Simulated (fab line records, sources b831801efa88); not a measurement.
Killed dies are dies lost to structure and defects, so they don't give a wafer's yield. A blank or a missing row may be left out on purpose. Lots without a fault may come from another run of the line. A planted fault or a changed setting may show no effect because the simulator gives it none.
Problem report in the 8D (eight disciplines) form, filled by code | flow sky130 | the parts of the form that need people (team, actions taken, sign-off) are left out

1. THE PROBLEM
LDD_P_TW at SKY_LDD_P_TW_MEAS_11 reads a mean of 611 on 6 wafers of 2 lots; wafers without a fault read 638 with a standard deviation of 3.5. That is -7.6 standard deviations from the usual mean.
First seen on wafer L448.1, day 24 19:50, on film_metro-02. The record holds 42 wafers of 14 lots with a number at this step. Rule for "out", or "out of limits": more than 4 standard deviations from the usual mean. The other wafers with a number count as sound.

2. WHAT IT IS AND WHAT IT IS NOT
question                    | is                           | is not
which readings at this step | LDD_P_TW                     | -
which lots                  | L448, L449                   | L434, L435, L436, L437, L439, L443, L444, L451, L453, L454, L455, L457
which wafers of those lots  | all that have a number       | -
read on which gauges        | film_metro-02, film_metro-03 | film_metro-01
when                        | from day 24 19:50            | up to then (21 sound wafers); but 15 sound wafers of L451, L453, L454, L455, L457 came after

3. SUSPECTS, AND WHAT RULES EACH OUT
Counting: a tool at a process step up to the reading stays a suspect if it ran every lot that is out and no sound lot after the first of them.
- the gauge at SKY_LDD_P_TW_MEAS_11: ruled out. The wafers that are out were read on 2 gauges (film_metro-02, film_metro-03).
- implanter-02 at SKY_LDD_P_IMPLANT_09: ruled out as a lasting fault. Sound lots L457 ran on it after its first lot that is out, L448 (day 24 19:35).
Left after counting: nothing in the record.

4. THE CAUSE (what the simulator had put in)
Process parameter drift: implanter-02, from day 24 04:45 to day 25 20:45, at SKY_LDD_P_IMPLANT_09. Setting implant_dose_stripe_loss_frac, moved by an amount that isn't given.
Counting ruled it out, wrongly: the rule takes a fault to strike every lot that its tool runs from its start on, and this one did not.

5. THE CHAIN OF EFFECTS, in route order
Each row: a reading whose mean over the struck wafers that have a number lies more than 3 standard deviations from the usual. Only readings for which the record gives a usual standard deviation are gone through. hours: the time from each lot's start at the first step in this table that gives one to its start at this step, as a median over the lots. sigmas: the change in usual standard deviations.
hours | step                 | reading  | usual | on struck wafers | change | sigmas
0     | SKY_LDD_P_TW_MEAS_11 | LDD_P_TW | 638   | 611              | -27    | -7.6

6. WHAT WOULD HAVE CAUGHT IT SOONER
In this record the first reading out of limits at a measuring or inspecting step was taken at day 24 19:50, 15 hours after the fault began at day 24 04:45.
